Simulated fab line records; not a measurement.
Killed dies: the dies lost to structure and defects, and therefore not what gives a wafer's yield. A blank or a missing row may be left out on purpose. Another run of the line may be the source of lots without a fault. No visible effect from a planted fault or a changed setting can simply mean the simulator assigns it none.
fab line records ; flow sky130
record: lots: 12; wafers: 36; last-day: 49
route steps=708 shown VIA2@509 METAL3@534 CAP2M@603 METAL4@633 PAD_OPEN@708
lots untouched by any fault: they come from a run of this same line in which no faults occurred
start-h: hours from the record's opening day to when the first of the lot's shown wafers began ; wait-h: time in hours since the lot's previous step ; " unchanged from the row above ; L1.1+2: several wafers, shown together as one row ; - no value, or no start given ; * or withheld: withheld ; < > ~ a bound
route shown NAME@n: names a module that has steps shown in the file, with the first one's number in the route ; usual: mean/standard deviation of fault-free wafers ; same: alike in all rows ; chamber/n: place in a boat ; sites: per-site readings ; _std_site: their standard deviation ; _edge_site: mean of outer sites minus mean of inner sites ; radius-mm: how far each site lies from the wafer's centre ; mask NAME#n: copy n ; behind: the most recent tool/chamber to have shaped the wafer ; hold: why the lot went on hold/how many hours it stayed there/how the hold came to an end ; device: the transistor (n, p or np) that didn't switch ; end of line: the same wafers' tests at the end of the route ; a step without rows: its recipe alone ; killed: count of dies lost to structure and defects at first sort (not the wafer's yield) ; map: a wafer's dies, marking killed ones x, the rest . and places with no die _
set.NAME: setting as actually run; set.NAME@STEP: the setting as run at that earlier step ; model.NAME: the simulator's own value behind a step, which no gauge read
one table for each step of the route and one row for each wafer, over a sample of lots
services: a tool's chamber out of use, with start hour (start-h, from the record's first day; less than 0 if before it), hours out, and reason
== steps ==
step: SKY_VIA2_CMP_02
recipe: material: SiO2; down-force-psi: 4; platen-rpm: 60; pad-velocity-m-s: 0.94248
usual: motor-current-A: 12.7/1.3; retaining-ring-pressure-frac: 1.000/0.0048; slurry-filter-dp-kPa: 13.51/0.13
lot.wafer;tool;chamber;start-h;wait-h;motor-current-A;retaining-ring-pressure-frac;slurry-filter-dp-kPa
L286.1;cmp-01;3;803.97;0.1;13.6;0.998;13.65
L286.4;cmp-01;0;803.97;0.1;12.2;1.002;13.44
L286.6;cmp-01;3;803.97;0.1;13.4;1.007;13.52
L287.3;cmp-02;2;820.84;0.0;12.0;0.997;13.60
L287.1;cmp-02;0;820.84;0.0;12.8;1.007;13.54
L287.5;cmp-02;3;820.84;0.0;14.4;1.009;13.62
L288.4;cmp-01;2;833.58;0.0;15.0;1.000;13.58
L288.1;cmp-01;0;833.58;0.0;11.2;0.996;13.45
L288.2;cmp-01;1;833.58;0.0;11.4;0.995;13.57
L292.4;cmp-02;1;877.06;0.1;12.0;0.998;13.32
L292.3;cmp-02;2;877.06;0.1;12.6;0.996;13.29
L292.5;cmp-02;0;877.06;0.1;12.6;1.009;13.73
L296.1;cmp-01;0;911.65;0.1;12.2;1.001;13.34
L296.2;cmp-01;1;911.65;0.1;11.3;1.003;13.57
L296.4;cmp-01;2;911.65;0.1;16.2;1.006;13.48
L297.2;cmp-02;3;913.27;0.3;13.9;0.993;13.47
L297.1;cmp-02;0;913.27;0.3;12.6;1.000;13.41
L297.3;cmp-02;2;913.27;0.3;13.3;1.000;13.48
L298.4;cmp-02;1;925.25;0.1;11.8;1.003;13.45
L298.2;cmp-02;3;925.25;0.1;14.3;1.003;13.67
L298.6;cmp-02;1;925.25;0.1;11.7;0.996;13.28
L301.1;cmp-02;0;935.08;0.1;12.9;1.003;13.72
L301.4;cmp-02;1;935.08;0.1;11.4;0.996;13.59
L301.3;cmp-02;2;935.08;0.1;12.7;1.005;13.61
L302.4;cmp-02;2;942.97;0.1;12.3;1.003;13.60
L302.1;cmp-02;3;942.97;0.1;14.8;1.003;13.52
L302.6;cmp-02;1;942.97;0.1;11.6;1.002;13.42
L303.3;cmp-02;3;953.34;0.2;13.9;0.994;13.63
L303.6;cmp-02;0;953.34;0.2;13.2;1.000;13.59
L303.5;cmp-02;1;953.34;0.2;11.7;1.002;13.25
L304.1;cmp-01;2;959.94;0.1;14.8;0.999;13.61
L304.3;cmp-01;0;959.94;0.1;12.4;1.002;13.32
L304.6;cmp-01;2;959.94;0.1;15.5;0.999;13.36
L306.1;cmp-01;0;965.45;0.1;12.1;0.994;13.54
L306.2;cmp-01;1;965.45;0.1;11.4;1.001;13.43
L306.3;cmp-01;2;965.45;0.1;14.1;0.994;13.43
step: SKY_METAL3_SPUTTER_02
recipe: material: AlCu; target-thk-nm: 735; power-w: 10600; time-s: 39.1; chamber-pressure-pa: 0.4
usual: throttle-valve-pct: 30.1/0.94
lot.wafer;tool;chamber;start-h;wait-h;throttle-valve-pct
L286.1;pvd-sputter-02;-;833.90;0.0;30.4
L286.4;pvd-sputter-02;-;833.90;0.0;29.3
L286.6;pvd-sputter-02;-;833.90;0.0;30.5
L287.1;pvd-sputter-01;-;850.63;0.0;29.8
L287.3;pvd-sputter-01;-;850.63;0.0;31.5
L287.5;pvd-sputter-01;-;850.63;0.0;28.9
L288.1;pvd-sputter-01;-;862.48;0.0;31.1
L288.2;pvd-sputter-01;-;862.48;0.0;29.2
L288.4;pvd-sputter-01;-;862.48;0.0;31.7
L292.3;pvd-sputter-01;-;904.63;0.0;31.0
L292.4;pvd-sputter-01;-;904.63;0.0;28.8
L292.5;pvd-sputter-01;-;904.63;0.0;29.0
L296.1;pvd-sputter-02;-;938.44;0.0;29.2
L296.2;pvd-sputter-02;-;938.44;0.0;30.6
L296.4;pvd-sputter-02;-;938.44;0.0;30.1
L297.1;pvd-sputter-02;-;939.45;0.0;30.5
L297.2;pvd-sputter-02;-;939.45;0.0;29.4
L297.3;pvd-sputter-02;-;939.45;0.0;31.4
L298.2;pvd-sputter-04;-;950.90;0.0;30.4
L298.4;pvd-sputter-04;-;950.90;0.0;29.6
L298.6;pvd-sputter-04;-;950.90;0.0;30.1
L301.1;pvd-sputter-02;-;961.08;0.0;29.8
L301.3;pvd-sputter-02;-;961.08;0.0;30.4
L301.4;pvd-sputter-02;-;961.08;0.0;30.2
L302.1;pvd-sputter-04;-;969.06;0.0;30.7
L302.4;pvd-sputter-04;-;969.06;0.0;29.9
L302.6;pvd-sputter-04;-;969.06;0.0;30.3
L303.3;pvd-sputter-01;-;979.32;0.0;30.1
L303.5;pvd-sputter-01;-;979.32;0.0;29.9
L303.6;pvd-sputter-01;-;979.32;0.0;29.4
L304.1;pvd-sputter-02;-;985.95;0.0;30.4
L304.3;pvd-sputter-02;-;985.95;0.0;30.0
L304.6;pvd-sputter-02;-;985.95;0.0;30.9
L306.1;pvd-sputter-02;-;991.29;0.0;30.3
L306.2;pvd-sputter-02;-;991.29;0.0;29.3
L306.3;pvd-sputter-02;-;991.29;0.0;31.1
step: SKY_CAP2M_CVD_00
recipe: material: SiO2; target-thk-nm: 15.5; temp-c: 400; time-s: withheld; rf-w: 450
usual: heater-power-outer-w: 406/68; heater-power-w: 665/84
lot.wafer;tool;chamber;start-h;wait-h;heater-power-outer-w;heater-power-w
L286.1;pecvd-01;2;918.35;0.0;457;652
L286.4;pecvd-01;1;918.35;0.0;457;706
L286.6;pecvd-01;2;918.35;0.0;446;672
L287.1;pecvd-01;1;932.21;0.0;413;638
L287.3;pecvd-01;2;932.21;0.0;425;624
L287.5;pecvd-01;2;932.21;0.0;430;636
L288.1;pecvd-04;2;943.82;0.0;475;841
L288.2;pecvd-04;0;943.82;0.0;314;613
L288.4;pecvd-04;2;943.82;0.0;482;837
L292.3;pecvd-03;0;982.31;0.0;334;597
L292.4;pecvd-03;0;982.31;0.0;337;607
L292.5;pecvd-03;2;982.31;0.0;412;649
L296.1;pecvd-03;0;1012.50;0.0;402;669
L296.2;pecvd-03;2;1012.50;0.0;406;649
L296.4;pecvd-03;2;1012.50;0.0;421;657
L297.1;pecvd-01;1;1014.45;0.0;410;638
L297.2;pecvd-01;0;1014.45;0.0;337;616
L297.3;pecvd-01;2;1014.45;0.0;433;646
L298.2;pecvd-04;2;1024.41;0.0;425;784
L298.4;pecvd-04;2;1024.41;0.0;435;756
L298.6;pecvd-04;1;1024.41;0.0;409;659
L301.1;pecvd-03;0;1035.41;0.0;308;563
L301.3;pecvd-03;0;1035.41;0.0;315;566
L301.4;pecvd-03;1;1035.41;0.0;529;822
L302.1;pecvd-03;1;1043.71;0.0;497;768
L302.4;pecvd-03;2;1043.71;0.0;367;584
L302.6;pecvd-03;1;1043.71;0.0;518;751
L303.3;pecvd-03;0;1052.23;0.0;392;660
L303.5;pecvd-03;2;1052.23;0.0;412;644
L303.6;pecvd-03;1;1052.23;0.0;523;850
L304.1;pecvd-03;1;1057.75;0.0;525;794
L304.3;pecvd-03;0;1057.75;0.0;387;650
L304.6;pecvd-03;0;1057.75;0.0;383;669
L306.1;pecvd-04;0;1063.40;0.0;341;644
L306.2;pecvd-04;1;1063.40;0.0;408;651
L306.3;pecvd-04;2;1063.40;0.0;489;820
step: SKY_METAL4_ETCH_17
recipe: target: SiO2; stop-on: TiN; chemistry: C4F8/O2/Ar; source-w: 1500; bias-w: 1200; pressure-mtorr: 40; c4f8-flow-sccm: withheld; O2_flow_sccm: 6; Ar_flow_sccm: 300; time-s: 3.9; target-depth-a: 150
usual: bias-w: 1201/4.1; oes-product-au: 0.752/0.0078
lot.wafer;tool;chamber;start-h;wait-h;bias-w;oes-product-au;rf-hours-counter-h
L286.1;rie-diel-01;1;967.91;0.1;1199;0.756;18
L286.4;rie-diel-01;3;967.91;0.1;1199;0.748;7
L286.6;rie-diel-01;3;967.91;0.1;1196;0.758;-
L287.1;rie-diel-01;3;980.56;0.1;1201;0.758;8
L287.3;rie-diel-01;0;980.56;0.1;1204;0.768;18
L287.5;rie-diel-01;2;980.56;0.1;1201;0.760;-
L288.1;rie-diel-01;2;992.36;0.1;1199;0.745;15
L288.2;rie-diel-01;0;992.36;0.1;1212;0.753;19
L288.4;rie-diel-01;3;992.36;0.1;1202;0.758;8
L292.3;rie-diel-02;3;1029.11;0.0;1201;0.736;7
L292.4;rie-diel-02;3;1029.11;0.0;1204;0.744;-
L292.5;rie-diel-02;2;1029.11;0.0;1201;0.748;-
L296.1;rie-diel-02;3;1057.32;0.1;1281;0.742;8
L296.2;rie-diel-02;0;1057.32;0.1;1286;0.746;7
L296.4;rie-diel-02;2;1057.32;0.1;1294;0.748;10
L297.1;rie-diel-02;3;1060.01;0.1;1283;0.752;8
L297.2;rie-diel-02;1;1060.01;0.1;1280;0.755;14
L297.3;rie-diel-02;2;1060.01;0.1;1284;0.769;10
L298.2;rie-diel-03;0;1068.71;0.1;1203;0.757;18
L298.4;rie-diel-03;3;1068.71;0.1;1196;0.763;9
L298.6;rie-diel-03;1;1068.71;0.1;1202;0.748;-
L301.1;rie-diel-03;0;1078.97;0.1;1205;0.738;18
L301.3;rie-diel-03;2;1078.97;0.1;1199;0.746;7
L301.4;rie-diel-03;3;1078.97;0.1;1199;0.742;9
L302.1;rie-diel-03;0;1087.52;0.1;1198;0.743;19
L302.4;rie-diel-03;2;1087.52;0.1;1208;0.747;7
L302.6;rie-diel-03;0;1087.52;0.1;1197;0.747;-
L303.3;rie-diel-03;0;1094.63;0.0;1201;0.757;19
L303.5;rie-diel-03;2;1094.63;0.0;1201;0.765;-
L303.6;rie-diel-03;1;1094.63;0.0;1203;0.750;-
L304.1;rie-diel-01;1;1098.21;0.1;1206;0.742;22
L304.3;rie-diel-01;3;1098.21;0.1;1203;0.743;13
L304.6;rie-diel-01;3;1098.21;0.1;1208;0.748;-
L306.1;rie-diel-01;1;1105.37;0.1;1203;0.744;22
L306.2;rie-diel-01;2;1105.37;0.1;1198;0.750;20
L306.3;rie-diel-01;3;1105.37;0.1;1202;0.755;13
step: SKY_PAD_OPEN_PROBE_99
usual: defect-limited-yield: 82.2/1.8; killed_at_M0_to_M3: 43/6.6; killed_at_M4_up: 3.2/1.9; killed-at-contacts: 25/5.3; killed-at-front-end: 16/4.5; killed-at-other: 0.3/0.63; killed-dies: 87/8.9; killed-on-rim: 17/3.7; killed-open: 48/7.9; killed-short: 39/5.3; sort_bin_3_pad_short: 0.8/0.38; sort_bin_5_function: 10.5/1.5; sort_bin_6_memory: 6.4/1.2; sort-n-pass: 405/8.9; sort-yield-pct: 82.2/1.8
same: gross-dies: 492; killed-at-back-side: 0; sort_bin_4_leakage[%]: 0; sort_bin_8_speed[%]: 0
lot.wafer;tool;chamber;start-h;wait-h;defect-limited-yield[%];killed_at_M0_to_M3;killed_at_M4_up;killed-at-contacts;killed-at-front-end;killed-at-other;killed-dies;killed-on-rim;killed-open;killed-short;sort_bin_3_pad_short[%];sort_bin_5_function[%];sort_bin_6_memory[%];sort-n-pass;sort-yield-pct[%]
L286.1;prober-01;-;1064.94;0.1;86.6;29;1;25;11;0;66;20;31;35;0.8;7.1;5.5;426;86.6
L286.4;prober-01;-;1065.09;0.2;83.7;44;4;18;14;0;80;17;31;49;1.0;10.0;5.3;412;83.7
L286.6;prober-01;-;1065.19;0.2;80.3;52;2;26;17;0;97;25;58;38;0.8;10.6;8.3;395;80.3
L287.1;prober-02;-;1077.04;0.1;82.7;39;6;26;14;0;85;14;36;49;0.8;10.2;6.3;407;82.7
L287.3;prober-02;-;1077.14;0.2;81.5;46;1;31;13;0;91;24;45;46;0.6;10.8;7.1;401;81.5
L287.5;prober-02;-;1077.24;0.2;83.7;47;4;21;8;0;80;14;40;40;0.8;10.4;5.1;412;83.7
L292.3;prober-01;-;1117.84;0.2;82.7;41;4;24;16;0;85;15;46;39;0.6;10.2;6.5;407;82.7
L292.4;prober-01;-;1117.89;0.2;82.3;46;3;19;19;0;87;19;49;38;1.0;11.6;5.1;405;82.3
L292.5;prober-01;-;1117.94;0.2;81.3;42;5;26;19;0;92;12;50;42;0.4;10.8;7.5;400;81.3
L297.3;prober-02;-;1148.35;0.2;80.1;46;4;28;20;0;98;14;56;42;1.0;11.0;7.9;394;80.1
L302.1;prober-01;-;1172.00;0.1;78.0;59;5;27;17;0;108;20;58;50;1.4;12.6;7.9;384;78.0
L302.4;prober-01;-;1172.15;0.2;81.7;42;2;28;17;1;90;17;53;37;1.0;10.6;6.7;402;81.7
L302.6;prober-01;-;1172.25;0.2;82.9;44;6;24;10;0;84;15;50;34;1.6;10.6;4.9;408;82.9
L303.3;prober-02;-;1175.18;0.2;79.3;51;6;30;15;0;102;24;62;40;1.0;12.8;6.9;390;79.3
L303.5;prober-02;-;1175.28;0.2;81.3;46;4;24;18;0;92;20;49;43;0.8;11.0;6.9;400;81.3
L303.6;prober-02;-;1175.33;0.2;85.0;36;3;23;12;0;74;13;36;38;0.2;9.8;5.1;418;85.0
L304.1;prober-01;-;1178.29;0.1;82.1;49;2;28;9;0;88;18;50;38;1.2;11.8;4.9;404;82.1
L304.3;prober-01;-;1178.39;0.2;83.5;41;3;23;14;0;81;19;45;35;0.8;10.2;5.5;411;83.5
L304.6;prober-01;-;1178.54;0.2;80.7;48;6;24;17;0;95;22;46;48;1.0;10.4;7.9;397;80.7
L306.1;prober-01;-;1183.70;0.1;81.9;37;3;31;18;0;89;19;49;39;1.2;8.3;8.5;403;81.9
L306.2;prober-01;-;1183.75;0.1;79.1;42;6;38;17;0;103;22;53;50;2.2;8.9;9.8;389;79.1
L306.3;prober-01;-;1183.80;0.2;81.9;47;2;16;24;0;89;21;51;38;1.0;10.2;6.9;403;81.9
killed by level:class
L286.1 CONTACT:geometric-particle:open=8 LI_CONTACT:geometric-particle:open=5 CONTACT:geometric-particle:short=5 METAL2:geometric-particle:short=5 LOCAL_INTERCONNECT:geometric-particle:short=4 VIA1:geometric-particle:short=4 VIA1:geometric-particle:open=4 VIA3:geometric-particle:open=4
L286.4 VIA1:geometric-particle:short=10 VIA2:geometric-particle:open=8 METAL2:geometric-particle:short=8 VIA1:geometric-particle:open=7 FIELD_ISO:geometric-particle:short=5 METAL1:geometric-particle:short=5 LI_CONTACT:geometric-particle:short=4 LI_CONTACT:geometric-particle:open=4
L286.6 VIA2:geometric-particle:open=13 VIA1:geometric-particle:open=10 LI_CONTACT:geometric-particle:open=7 VIA3:geometric-particle:open=7 CONTACT:geometric-particle:open=7 FIELD_ISO:geometric-particle:open=5 LOCAL_INTERCONNECT:geometric-particle:short=5 VIA3:geometric-particle:short=4
L287.1 CONTACT:geometric-particle:open=10 VIA1:geometric-particle:open=9 METAL2:geometric-particle:short=8 LOCAL_INTERCONNECT:geometric-particle:short=7 METAL4:geometric-particle:short=6 VIA2:geometric-particle:open=5 FIELD_ISO:geometric-particle:short=4 POLY_GATE:geometric-particle:short=4
L287.3 CONTACT:geometric-particle:open=10 METAL1:geometric-particle:short=9 VIA1:geometric-particle:open=9 LI_CONTACT:geometric-particle:open=6 LOCAL_INTERCONNECT:geometric-particle:short=6 METAL2:geometric-particle:short=6 VIA2:geometric-particle:open=6 VIA3:geometric-particle:open=6
L287.5 VIA1:geometric-particle:open=8 VIA2:geometric-particle:open=8 METAL2:geometric-particle:short=8 METAL1:geometric-particle:short=7 LOCAL_INTERCONNECT:geometric-particle:short=6 CONTACT:geometric-particle:open=6 POLY_GATE:geometric-particle:short=5 VIA3:geometric-particle:open=5
L292.3 VIA1:geometric-particle:open=10 FIELD_ISO:geometric-particle:short=7 CONTACT:geometric-particle:open=7 LI_CONTACT:geometric-particle:open=7 FIELD_ISO:geometric-particle:open=5 LOCAL_INTERCONNECT:geometric-particle:short=5 METAL1:geometric-particle:short=5 VIA2:geometric-particle:open=5
L292.4 VIA1:geometric-particle:open=11 VIA1:geometric-particle:short=8 CONTACT:geometric-particle:open=8 METAL2:geometric-particle:short=7 FIELD_ISO:geometric-particle:open=5 VIA2:geometric-particle:open=5 VIA3:geometric-particle:open=5 LOCAL_INTERCONNECT:geometric-particle:short=4
L292.5 CONTACT:geometric-particle:open=12 METAL1:geometric-particle:short=7 VIA1:geometric-particle:open=7 LI_CONTACT:geometric-particle:open=6 VIA3:geometric-particle:open=6 VIA3:geometric-particle:short=6 FIELD_ISO:geometric-particle:open=5 POLY_GATE:geometric-particle:open=4
L297.3 CONTACT:geometric-particle:open=17 VIA1:geometric-particle:open=12 VIA3:geometric-particle:open=7 FIELD_ISO:geometric-particle:short=6 METAL1:geometric-particle:short=6 FIELD_ISO:geometric-particle:open=5 CONTACT:geometric-particle:short=5 VIA1:geometric-particle:short=5
L302.1 VIA1:geometric-particle:open=11 VIA1:geometric-particle:short=9 VIA3:geometric-particle:open=9 LI_CONTACT:geometric-particle:open=8 VIA2:geometric-particle:open=8 CONTACT:geometric-particle:open=7 METAL1:geometric-particle:short=6 POLY_GATE:geometric-particle:open=5
L302.4 VIA1:geometric-particle:open=11 CONTACT:geometric-particle:open=8 VIA2:geometric-particle:open=7 VIA2:geometric-particle:short=6 LI_CONTACT:geometric-particle:open=6 POLY_GATE:geometric-particle:open=5 CONTACT:geometric-particle:short=5 VIA1:geometric-particle:short=5
L302.6 VIA1:geometric-particle:open=15 CONTACT:geometric-particle:open=10 VIA3:geometric-particle:open=9 METAL4:geometric-particle:short=5 LI_CONTACT:geometric-particle:open=5 VIA3:geometric-particle:short=5 LI_CONTACT:geometric-particle:short=4 CONTACT:geometric-particle:short=4
L303.3 VIA1:geometric-particle:open=17 CONTACT:geometric-particle:open=12 LI_CONTACT:geometric-particle:open=8 METAL1:geometric-particle:short=8 VIA3:geometric-particle:open=5 METAL2:geometric-particle:short=5 METAL2:geometric-particle:open=4 LOCAL_INTERCONNECT:geometric-particle:short=4
L303.5 VIA2:geometric-particle:open=11 CONTACT:geometric-particle:short=7 LOCAL_INTERCONNECT:geometric-particle:short=6 CONTACT:geometric-particle:open=6 VIA1:geometric-particle:open=6 VIA3:geometric-particle:open=6 VIA1:geometric-particle:short=5 METAL1:geometric-particle:short=5
L303.6 CONTACT:geometric-particle:open=7 VIA1:geometric-particle:open=7 VIA2:geometric-particle:open=7 LOCAL_INTERCONNECT:geometric-particle:short=6 LI_CONTACT:geometric-particle:open=5 VIA1:geometric-particle:short=5 VIA2:geometric-particle:short=4 METAL2:geometric-particle:short=4
L304.1 VIA3:geometric-particle:open=11 CONTACT:geometric-particle:open=9 VIA1:geometric-particle:short=8 VIA1:geometric-particle:open=8 VIA2:geometric-particle:open=7 CONTACT:geometric-particle:short=6 LI_CONTACT:geometric-particle:open=5 FIELD_ISO:geometric-particle:open=4
L304.3 CONTACT:geometric-particle:open=10 VIA1:geometric-particle:open=9 VIA2:geometric-particle:open=8 VIA3:geometric-particle:open=7 FIELD_ISO:geometric-particle:short=4 POLY_GATE:geometric-particle:short=4 LI_CONTACT:geometric-particle:open=4 CONTACT:geometric-particle:short=4
L304.6 VIA1:geometric-particle:open=12 CONTACT:geometric-particle:open=10 VIA3:geometric-particle:open=9 FIELD_ISO:geometric-particle:short=7 METAL4:geometric-particle:short=6 CONTACT:geometric-particle:short=5 LI_CONTACT:geometric-particle:open=5 METAL1:geometric-particle:short=5
L306.1 CONTACT:geometric-particle:open=13 LI_CONTACT:geometric-particle:open=12 VIA1:geometric-particle:short=8 VIA1:geometric-particle:open=6 FIELD_ISO:geometric-particle:short=5 METAL2:geometric-particle:short=5 POLY_GATE:geometric-particle:open=4 VIA2:geometric-particle:short=4
L306.2 CONTACT:geometric-particle:open=16 VIA1:geometric-particle:open=12 LI_CONTACT:geometric-particle:short=6 LOCAL_INTERCONNECT:geometric-particle:short=6 METAL1:geometric-particle:short=6 POLY_GATE:geometric-particle:short=5 LI_CONTACT:geometric-particle:open=5 CONTACT:geometric-particle:short=5
L306.3 VIA1:geometric-particle:open=16 POLY_GATE:geometric-particle:open=8 LI_CONTACT:geometric-particle:open=6 METAL1:geometric-particle:short=6 FIELD_ISO:geometric-particle:short=5 POLY_GATE:geometric-particle:short=5 VIA2:geometric-particle:open=5 VIA3:geometric-particle:open=4
== services ==
tool;chamber;start-h;hours;kind
cmp-02;-;801.70;16.7;pm
pvd-sputter-02;-;820.24;9.1;repair
cmp-01;-;839.14;13.2;repair
rie-diel-01;3;843.00;1.2;repair
pvd-sputter-02;-;869.68;1.7;repair
rie-diel-01;-;875.10;0.3;repair
cmp-02;-;892.31;5.7;pm
cmp-02;-;898.00;6.5;pm
cmp-02;-;899.73;1.8;repair
pvd-sputter-02;-;911.63;2.6;repair
cmp-01;-;912.00;4.0;pm
cmp-01;-;916.00;5.4;pm
pecvd-03;-;916.76;6.0;repair
rie-diel-01;-;922.82;14.7;repair
cmp-02;-;926.81;0.7;repair
rie-diel-01;2;937.72;11.0;repair
pvd-sputter-02;-;939.71;6.3;repair
cmp-02;-;940.39;0.5;repair
pvd-sputter-02;-;1005.55;2.5;repair
cmp-02;-;1067.79;0.4;repair
pecvd-03;2;1072.25;17.1;repair
cmp-02;-;1084.07;4.0;pm
cmp-02;-;1085.39;1.3;repair
cmp-02;-;1095.07;1.1;repair
== key ==
first-sign: step: SKY_METAL4_ETCH_17; reading: bias-w; direction: up; sigmas: 20; usual: 1201; struck: 1285
effect none on later readings
met-at SKY_METAL4_ETCH_17
struck-lots L296,L297
not-acting-at SKY_VIA2_CMP_02,SKY_METAL3_SPUTTER_02,SKY_CAP2M_CVD_00
onset-between 1029.11 1057.32
fault: kind: process-parameter-drift; tool: rie-diel-02; chamber: -; onset-h: 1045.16; steps: SKY_METAL4_ETCH_17; channel: bias-w; offset: 84.588; shape: step; end-h: 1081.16; acts-in: these-recipes-only; stated: 1200
